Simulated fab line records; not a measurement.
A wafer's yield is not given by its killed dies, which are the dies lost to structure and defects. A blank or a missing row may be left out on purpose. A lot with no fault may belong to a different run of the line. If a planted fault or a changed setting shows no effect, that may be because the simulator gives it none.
Matching of chambers + flow gf180mcu + cmp-02 running GF_V3_CMP_04: 4 sister chambers
The step polishes SiO2. 8 wafers are shown with their chamber, then 8 later ones without.

## WAFERS, EACH WITH ITS CHAMBER
| wafer  | chamber | motorCurrentA (A) | timeToEndpointS (s) |
|--------|---------|-------------------|---------------------|
| L303.6 | 0       | 10.6              | 86                  |
| L305.2 | 3       | 10.6              | 85                  |
| L305.5 | 2       | 12.5              | 85                  |
| L307.1 | 3       | 10.7              | 84                  |
| L307.2 | 2       | 13.4              | 90                  |
| L307.3 | 1       | 12.1              | 86                  |
| L309.3 | 1       | 12.3              | 80                  |
| L309.4 | 0       | 11.0              | 80                  |

## WAFERS WITH NO CHAMBER GIVEN
| wafer  | motorCurrentA (A) | timeToEndpointS (s) |
|--------|-------------------|---------------------|
| L309.6 | 11.4              | 84                  |
| L311.1 | 12.8              | 80                  |
| L311.6 | 10.1              | 90                  |
| L313.3 | 12.0              | 87                  |
| L313.6 | 10.2              | 91                  |
| L316.3 | 10.7              | 86                  |
| L316.4 | 11.2              | 92                  |
| L316.5 | 11.0              | 91                  |

## WHICH CHAMBER EACH WENT THROUGH
| wafer  | from the rows above          | in truth |
|--------|------------------------------|----------|
| L309.6 | can't be placed: 0 or 3 or 1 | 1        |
| L311.1 | can't be placed: 1 or 2      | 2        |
| L311.6 | can't be placed: 3 or 0      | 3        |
| L313.3 | can't be placed: 1 or 2      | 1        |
| L313.6 | can't be placed: 3 or 0      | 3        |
| L316.3 | can't be placed: 3 or 0      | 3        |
| L316.4 | can't be placed: 3 or 0 or 1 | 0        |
| L316.5 | can't be placed: 3 or 0 or 1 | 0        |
Placed correctly: 0 of 8. Can't be placed from these rows: 8 (the true chamber is among the candidates in 8). Number placed wrongly: 0.
How it was worked out, from the rows above alone: a wafer's distance from a chamber is the root of the sum, over the readings, of the square of ((its reading less the chamber's mean) divided by the reading's scatter). If the next closest chamber is less than 2 further off than the closest, the wafer can't be placed; otherwise it belongs to the closest. For every chamber, the mean is computed from those of its wafers that are shown. The scatter: the root of (the sum of the squares of (reading less its chamber's mean) over the shown wafers, divided by (wafers less chambers)).
